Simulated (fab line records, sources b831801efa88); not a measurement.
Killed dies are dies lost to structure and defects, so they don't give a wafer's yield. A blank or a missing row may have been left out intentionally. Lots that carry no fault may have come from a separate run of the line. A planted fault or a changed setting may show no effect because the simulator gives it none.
fab line records / flow gf180mcu / part 2 of 2: steps 30 to 40 of 40
record: lots: 5 wafers: 15 lastDay: 34
route steps=602 shown V2@390 M3@409 V3@429
lots untouched by any fault: they come from a run of this same line in which no faults occurred
startH: the number of hours between the record's first day and the start of the first shown wafer of the lot / waitH: how many hours have passed since the lot's step before this one / " unchanged from the row above / L1.1+2: several wafers, shown together as one row / - either no value or no given start / * or withheld: withheld / < > ~ a bound
route shown NAME@n: NAME is a module with steps in the file, n the number in the route of the first one / usual: mean and standard deviation over wafers with no fault / same: alike in all rows / chamber/n: place in a boat / sites: the reading at each site / _std_site: standard deviation across them / _edge_site: the outer-site mean with the inner-site mean subtracted / radiusMm: for every site, how far away it sits from the centre of the wafer / mask NAME#n: copy n / behind: the last tool/chamber to shape the wafer / hold: the reason the lot was held/the length of the hold in hours/how it ended / device: whichever transistor did not switch (one of n, p or np) / end of line: tests of these same wafers at the route's end / step lacking rows: just its recipe / killed: count of dies lost to structure and defects at first sort (not the wafer's yield) / map: the dies of a wafer, with x for killed, . for not killed, _ for no die there
set.NAME: the setting the step ran with; set.NAME@STEP: the setting that earlier step ran with / model.NAME: the simulator's own value behind a step, which no gauge read
certain route steps with their lots: each step a table, each wafer a row
services: the hour from which a tool's chamber was out of use, counted from the record's first day as startH (under 0 if before that day), plus the number of hours and why
== steps ==
step: GF_M3_SOFTBAKE_10
recipe: tempC: 130 timeS: 60 resist: KrF
same: timeS: 60
lot.wafer=L074.1+5+6 tool=lithoTrack-01 chamber=0 startH=478.07 waitH=0.1
lot.wafer=L078.1+3+5 tool=lithoTrack-02 chamber=0 startH=511.68 waitH=0.1
lot.wafer=L084.2+3+4 tool=lithoTrack-01 chamber=0 startH=564.09 waitH=0.1
lot.wafer=L086.1+3+4 tool=lithoTrack-02 chamber=0 startH=582.38 waitH=0.1
lot.wafer=L096.1+5+6 tool=lithoTrack-02 chamber=0 startH=647.58 waitH=0.1
step: GF_M3_EXPOSE_11
recipe: maskId: Metal3 targetCdNm: 280 na: 0.68 sourceShape: conventional sigmaOuter: 0.6 doseMj: 28
same: sigmaOuter: 0.6
lot.wafer=L074.1+5+6 tool=krfScanner-02 chamber=0 startH=- waitH=- mask=Metal3#0
lot.wafer=L078.1+3+5 tool=krfScanner-02 chamber=0 startH=- waitH=- mask=Metal3#0
lot.wafer=L084.2+3+4 tool=krfScanner-01 chamber=0 startH=- waitH=- mask=Metal3#0
lot.wafer=L086.1+3+4 tool=krfScanner-01 chamber=0 startH=- waitH=- mask=Metal3#0
lot.wafer=L096.1+5+6 tool=krfScanner-02 chamber=0 startH=- waitH=- mask=Metal3#0
step: GF_M3_PEB_12
recipe: pebTempC: 135 pebTimeS: 90 resist: KrF
lot.wafer=L074.1+5+6 tool=lithoTrack-01 chamber=0 startH=- waitH=-
lot.wafer=L078.1+3+5 tool=lithoTrack-04 chamber=0 startH=- waitH=-
lot.wafer=L084.2+3+4 tool=lithoTrack-02 chamber=0 startH=- waitH=-
lot.wafer=L086.1+3+4 tool=lithoTrack-04 chamber=0 startH=- waitH=-
lot.wafer=L096.1+5+6 tool=lithoTrack-01 chamber=0 startH=- waitH=-
step: GF_M3_DEVELOP_13
recipe: developTimeS: 60 devTempC: 21
lot.wafer=L074.1+5+6 tool=lithoTrack-01 chamber=0 startH=489.66 waitH=0.2
lot.wafer=L078.1+3+5 tool=lithoTrack-04 chamber=0 startH=522.64 waitH=0.2
lot.wafer=L084.2+3+4 tool=lithoTrack-02 chamber=0 startH=574.41 waitH=0.2
lot.wafer=L086.1+3+4 tool=lithoTrack-04 chamber=0 startH=592.84 waitH=0.2
lot.wafer=L096.1+5+6 tool=lithoTrack-01 chamber=0 startH=657.61 waitH=0.2
step: GF_M3_CD_MEAS_14
recipe: targetCdNm: 280
usual: cdNm: 280.2/1.1
lot.wafer=L074.1 tool=cdSem-02 chamber=- startH=489.81 waitH=0.1 cdNm=280.4
lot.wafer=L074.5 tool=cdSem-02 chamber=- startH=489.81 waitH=0.1 cdNm=280.3
lot.wafer=L074.6 tool=cdSem-02 chamber=- startH=489.81 waitH=0.1 cdNm=279.2
lot.wafer=L078.1 tool=cdSem-02 chamber=- startH=522.79 waitH=0.1 cdNm=281.8
lot.wafer=L078.3 tool=cdSem-02 chamber=- startH=522.79 waitH=0.1 cdNm=279.3
lot.wafer=L078.5 tool=cdSem-02 chamber=- startH=522.79 waitH=0.1 cdNm=280.4
lot.wafer=L084.2 tool=cdSem-01 chamber=- startH=574.55 waitH=0.1 cdNm=282.4
lot.wafer=L084.3 tool=cdSem-01 chamber=- startH=574.55 waitH=0.1 cdNm=282.0
lot.wafer=L084.4 tool=cdSem-01 chamber=- startH=574.55 waitH=0.1 cdNm=282.9
lot.wafer=L086.1 tool=cdSem-02 chamber=- startH=592.99 waitH=0.1 cdNm=281.5
lot.wafer=L086.3 tool=cdSem-02 chamber=- startH=592.99 waitH=0.1 cdNm=280.2
lot.wafer=L086.4 tool=cdSem-02 chamber=- startH=592.99 waitH=0.1 cdNm=279.1
lot.wafer=L096.1 tool=cdSem-02 chamber=- startH=657.76 waitH=0.1 cdNm=281.5
lot.wafer=L096.5 tool=cdSem-02 chamber=- startH=657.76 waitH=0.1 cdNm=279.1
lot.wafer=L096.6 tool=cdSem-02 chamber=- startH=657.76 waitH=0.1 cdNm=279.7
step: GF_M3_OVL_MEAS_15
usual: M3_OVL: 1/5.2
lot.wafer=L074.1 tool=overlay-02 chamber=- startH=489.93 waitH=0.1 M3_OVL[nm]=-4
lot.wafer=L074.5 tool=overlay-02 chamber=- startH=489.93 waitH=0.1 M3_OVL[nm]=-4
lot.wafer=L074.6 tool=overlay-02 chamber=- startH=489.93 waitH=0.1 M3_OVL[nm]=0
lot.wafer=L078.1 tool=overlay-02 chamber=- startH=522.91 waitH=0.1 M3_OVL[nm]=6
lot.wafer=L078.3 tool=overlay-02 chamber=- startH=522.91 waitH=0.1 M3_OVL[nm]=8
lot.wafer=L078.5 tool=overlay-02 chamber=- startH=522.91 waitH=0.1 M3_OVL[nm]=6
lot.wafer=L084.2 tool=overlay-01 chamber=- startH=574.66 waitH=0.1 M3_OVL[nm]=3
lot.wafer=L084.3 tool=overlay-01 chamber=- startH=574.66 waitH=0.1 M3_OVL[nm]=3
lot.wafer=L084.4 tool=overlay-01 chamber=- startH=574.66 waitH=0.1 M3_OVL[nm]=-3
lot.wafer=L086.1 tool=overlay-01 chamber=- startH=593.11 waitH=0.1 M3_OVL[nm]=2
lot.wafer=L086.3 tool=overlay-01 chamber=- startH=593.11 waitH=0.1 M3_OVL[nm]=-2
lot.wafer=L086.4 tool=overlay-01 chamber=- startH=593.11 waitH=0.1 M3_OVL[nm]=5
lot.wafer=L096.1 tool=overlay-02 chamber=- startH=657.88 waitH=0.1 M3_OVL[nm]=-4
lot.wafer=L096.5 tool=overlay-02 chamber=- startH=657.88 waitH=0.1 M3_OVL[nm]=2
lot.wafer=L096.6 tool=overlay-02 chamber=- startH=657.88 waitH=0.1 M3_OVL[nm]=7
step: GF_M3_METAL_ETCH_16
recipe: chemistry: Cl2/BCl3 maskMaterial: KrF targetDepthNm: 750.8 stopOn: SiO2 pressureMtorr: 8 icpW: 800 biasW: 140 Cl2_flow_sccm: 80 bcl3FlowSccm: 40 timeS: 125.1
usual: drypumpMotorCurrentA: 5.51/0.26 oesProductAu: 0.990/0.0052 throttleValvePct: 28.230/0.0092
same: timeS: 125.1
lot.wafer=L074.1 tool=rieMetal-01 chamber=1 startH=489.97 waitH=0.0 drypumpMotorCurrentA=4.97 oesProductAu=0.993 rfHoursCounterH=8 throttleValvePct=28.239
lot.wafer=L074.5 tool=rieMetal-01 chamber=1 startH=489.97 waitH=0.0 drypumpMotorCurrentA=4.98 oesProductAu=0.988 rfHoursCounterH=- throttleValvePct=28.223
lot.wafer=L074.6 tool=rieMetal-01 chamber=0 startH=489.97 waitH=0.0 drypumpMotorCurrentA=5.52 oesProductAu=0.986 rfHoursCounterH=- throttleValvePct=28.230
lot.wafer=L078.1 tool=rieMetal-01 chamber=1 startH=522.94 waitH=0.0 drypumpMotorCurrentA=4.98 oesProductAu=0.987 rfHoursCounterH=9 throttleValvePct=28.228
lot.wafer=L078.3 tool=rieMetal-01 chamber=1 startH=522.94 waitH=0.0 drypumpMotorCurrentA=4.97 oesProductAu=0.989 rfHoursCounterH=- throttleValvePct=28.230
lot.wafer=L078.5 tool=rieMetal-01 chamber=0 startH=522.94 waitH=0.0 drypumpMotorCurrentA=5.52 oesProductAu=0.986 rfHoursCounterH=- throttleValvePct=28.225
lot.wafer=L084.2 tool=rieMetal-03 chamber=1 startH=574.73 waitH=0.1 drypumpMotorCurrentA=5.68 oesProductAu=1.001 rfHoursCounterH=- throttleValvePct=28.213
lot.wafer=L084.3 tool=rieMetal-03 chamber=1 startH=574.73 waitH=0.1 drypumpMotorCurrentA=5.66 oesProductAu=1.001 rfHoursCounterH=- throttleValvePct=28.243
lot.wafer=L084.4 tool=rieMetal-03 chamber=1 startH=574.73 waitH=0.1 drypumpMotorCurrentA=5.67 oesProductAu=0.993 rfHoursCounterH=- throttleValvePct=28.234
lot.wafer=L086.1 tool=rieMetal-03 chamber=1 startH=593.14 waitH=0.0 drypumpMotorCurrentA=5.67 oesProductAu=0.992 rfHoursCounterH=2 throttleValvePct=28.227
lot.wafer=L086.3 tool=rieMetal-03 chamber=1 startH=593.14 waitH=0.0 drypumpMotorCurrentA=5.69 oesProductAu=1.001 rfHoursCounterH=- throttleValvePct=28.235
lot.wafer=L086.4 tool=rieMetal-03 chamber=0 startH=593.14 waitH=0.0 drypumpMotorCurrentA=5.41 oesProductAu=0.985 rfHoursCounterH=- throttleValvePct=28.218
lot.wafer=L096.1 tool=rieMetal-01 chamber=0 startH=657.92 waitH=0.0 drypumpMotorCurrentA=5.48 oesProductAu=0.985 rfHoursCounterH=2 throttleValvePct=28.227
lot.wafer=L096.5 tool=rieMetal-01 chamber=1 startH=657.92 waitH=0.0 drypumpMotorCurrentA=4.98 oesProductAu=0.998 rfHoursCounterH=- throttleValvePct=28.218
lot.wafer=L096.6 tool=rieMetal-01 chamber=0 startH=657.92 waitH=0.0 drypumpMotorCurrentA=5.47 oesProductAu=0.985 rfHoursCounterH=- throttleValvePct=28.229
step: GF_M3_STRIP_17
recipe: chemistry: O2/N2 powerW: 1400 pressureMtorr: 1500 platenTempC: 250 o2FlowSccm: 3000 n2FlowSccm: 300 overashFraction: 0.5
usual: drypumpMotorCurrentA: 5.6/0.38 heaterPowerW: 347/45 n2FlowSccm: 300.1/0.91 oesProductAu: 0.538/0.0046 stripTimeToEndpointS: 7.37/0.039
lot.wafer=L074.1 tool=plasmaAsher-03 chamber=0 startH=490.10 waitH=0.1 drypumpMotorCurrentA=5.6 heaterPowerW=289 n2FlowSccm=300.7 oesProductAu=0.547 rfHoursCounterH=44 stripTimeToEndpointS=7.35
lot.wafer=L074.5 tool=plasmaAsher-03 chamber=1 startH=490.10 waitH=0.1 drypumpMotorCurrentA=6.1 heaterPowerW=308 n2FlowSccm=299.5 oesProductAu=0.532 rfHoursCounterH=- stripTimeToEndpointS=7.40
lot.wafer=L074.6 tool=plasmaAsher-03 chamber=0 startH=490.10 waitH=0.1 drypumpMotorCurrentA=5.6 heaterPowerW=288 n2FlowSccm=300.5 oesProductAu=0.540 rfHoursCounterH=- stripTimeToEndpointS=7.45
lot.wafer=L078.1 tool=plasmaAsher-04 chamber=0 startH=523.07 waitH=0.1 drypumpMotorCurrentA=6.0 heaterPowerW=419 n2FlowSccm=300.0 oesProductAu=0.534 rfHoursCounterH=83 stripTimeToEndpointS=7.35
lot.wafer=L078.3 tool=plasmaAsher-04 chamber=1 startH=523.07 waitH=0.1 drypumpMotorCurrentA=5.1 heaterPowerW=328 n2FlowSccm=300.9 oesProductAu=0.542 rfHoursCounterH=- stripTimeToEndpointS=7.37
lot.wafer=L078.5 tool=plasmaAsher-04 chamber=0 startH=523.07 waitH=0.1 drypumpMotorCurrentA=6.0 heaterPowerW=416 n2FlowSccm=299.9 oesProductAu=0.537 rfHoursCounterH=- stripTimeToEndpointS=7.40
lot.wafer=L084.2 tool=plasmaAsher-04 chamber=0 startH=574.95 waitH=0.2 drypumpMotorCurrentA=6.0 heaterPowerW=407 n2FlowSccm=299.8 oesProductAu=0.540 rfHoursCounterH=89 stripTimeToEndpointS=7.36
lot.wafer=L084.3 tool=plasmaAsher-04 chamber=1 startH=574.95 waitH=0.2 drypumpMotorCurrentA=5.1 heaterPowerW=333 n2FlowSccm=300.1 oesProductAu=0.536 rfHoursCounterH=- stripTimeToEndpointS=7.38
lot.wafer=L084.4 tool=plasmaAsher-04 chamber=0 startH=574.95 waitH=0.2 drypumpMotorCurrentA=6.0 heaterPowerW=424 n2FlowSccm=299.2 oesProductAu=0.539 rfHoursCounterH=- stripTimeToEndpointS=7.40
lot.wafer=L086.1 tool=plasmaAsher-04 chamber=0 startH=593.27 waitH=0.1 drypumpMotorCurrentA=6.0 heaterPowerW=419 n2FlowSccm=300.9 oesProductAu=0.534 rfHoursCounterH=91 stripTimeToEndpointS=7.36
lot.wafer=L086.3 tool=plasmaAsher-04 chamber=1 startH=593.27 waitH=0.1 drypumpMotorCurrentA=5.1 heaterPowerW=336 n2FlowSccm=300.4 oesProductAu=0.542 rfHoursCounterH=- stripTimeToEndpointS=7.36
lot.wafer=L086.4 tool=plasmaAsher-04 chamber=0 startH=593.27 waitH=0.1 drypumpMotorCurrentA=6.0 heaterPowerW=429 n2FlowSccm=301.1 oesProductAu=0.545 rfHoursCounterH=- stripTimeToEndpointS=7.34
lot.wafer=L096.1 tool=plasmaAsher-01 chamber=1 startH=658.05 waitH=0.1 drypumpMotorCurrentA=5.6 heaterPowerW=361 n2FlowSccm=300.5 oesProductAu=0.542 rfHoursCounterH=91 stripTimeToEndpointS=7.39
lot.wafer=L096.5 tool=plasmaAsher-01 chamber=1 startH=658.05 waitH=0.1 drypumpMotorCurrentA=5.7 heaterPowerW=366 n2FlowSccm=301.3 oesProductAu=0.534 rfHoursCounterH=- stripTimeToEndpointS=7.31
lot.wafer=L096.6 tool=plasmaAsher-01 chamber=0 startH=658.05 waitH=0.1 drypumpMotorCurrentA=5.3 heaterPowerW=318 n2FlowSccm=299.3 oesProductAu=0.525 rfHoursCounterH=- stripTimeToEndpointS=7.34
step: GF_M3_STRIP_18
recipe: chemistry: postEtchResidueRemover timeS: 1200 tempC: 72.5
same: timeS: 1200
lot.wafer=L074.1+5+6 tool=wetBench-04 chamber=1 startH=490.20 waitH=0.1
lot.wafer=L078.1+3+5 tool=wetBench-01 chamber=1 startH=523.17 waitH=0.1
lot.wafer=L084.2+3+4 tool=wetBench-02 chamber=3 startH=575.05 waitH=0.1
lot.wafer=L086.1+3+4 tool=wetBench-01 chamber=3 startH=593.37 waitH=0.1
lot.wafer=L096.1+5+6 tool=wetBench-02 chamber=3 startH=658.15 waitH=0.1
step: GF_M3_CLEAN_19
recipe: chemistry: DIW dry: n2Spin
lot.wafer=L074.1+5+6 tool=wetBench-02 chamber=0 startH=490.54 waitH=0.0
lot.wafer=L078.1+3+5 tool=wetBench-04 chamber=1 startH=523.51 waitH=0.0
lot.wafer=L084.2+3+4 tool=wetBench-04 chamber=3 startH=575.73 waitH=0.0
lot.wafer=L086.1+3+4 tool=wetBench-02 chamber=1 startH=593.71 waitH=0.0
lot.wafer=L096.1+5+6 tool=wetBench-01 chamber=3 startH=658.52 waitH=0.0
step: GF_V3_CVD_00
recipe: material: SiO2 targetThkNm: 600 sigmaOpenFrac: 0.3 tempC: 400 timeS: 100 sih4FlowSccm: 60 pressureMtorr: 6
same: timeS: 100
lot.wafer=L074.1+5+6 tool=hdpcvd-01 chamber=1,0,1 startH=490.63 waitH=0.0
lot.wafer=L078.1+3+5 tool=hdpcvd-01 chamber=0,2,2 startH=523.61 waitH=0.0
lot.wafer=L084.2+3+4 tool=hdpcvd-01 chamber=0,1,2 startH=575.82 waitH=0.0
lot.wafer=L086.1+3+4 tool=hdpcvd-02 chamber=2,0,2 startH=593.91 waitH=0.0
lot.wafer=L096.1+5+6 tool=hdpcvd-01 chamber=2,2,1 startH=658.61 waitH=0.0
== services ==
tool=pvdSputter-01 chamber=- startH=435.87 hours=5.7 kind=repair
tool=krfScanner-01 chamber=- startH=437.00 hours=1.3 kind=pm
tool=pvdSputter-04 chamber=- startH=445.61 hours=4.3 kind=repair
tool=rieDiel-03 chamber=2 startH=452.59 hours=1.7 kind=repair
tool=krfScanner-02 chamber=- startH=459.40 hours=1.0 kind=pm
tool=rieDiel-04 chamber=1 startH=461.36 hours=7.9 kind=repair
tool=rieDiel-04 chamber=3 startH=461.54 hours=13.0 kind=repair
tool=krfScanner-01 chamber=- startH=467.06 hours=0.8 kind=pm
tool=cmp-01 chamber=- startH=472.84 hours=0.6 kind=repair
tool=cmp-01 chamber=- startH=482.39 hours=1.2 kind=repair
tool=pvdSputter-03 chamber=- startH=483.43 hours=1.5 kind=repair
tool=rieDiel-04 chamber=0 startH=496.83 hours=2.4 kind=repair
tool=krfScanner-02 chamber=- startH=499.64 hours=0.8 kind=pm
tool=krfScanner-01 chamber=- startH=500.39 hours=1.0 kind=pm
tool=krfScanner-01 chamber=- startH=510.12 hours=2.8 kind=repair
tool=cmp-01 chamber=- startH=511.09 hours=3.2 kind=pm
tool=krfScanner-02 chamber=- startH=521.18 hours=0.2 kind=repair
tool=krfScanner-01 chamber=- startH=523.02 hours=2.0 kind=repair
tool=pvdSputter-01 chamber=- startH=532.16 hours=1.3 kind=repair
tool=hdpcvd-01 chamber=- startH=539.25 hours=15.0 kind=pm
tool=rieDiel-04 chamber=1 startH=598.86 hours=6.4 kind=repair
tool=krfScanner-02 chamber=- startH=599.01 hours=1.3 kind=pm
tool=krfScanner-02 chamber=- startH=628.40 hours=1.0 kind=pm
tool=rieDiel-04 chamber=- startH=648.11 hours=4.0 kind=pm
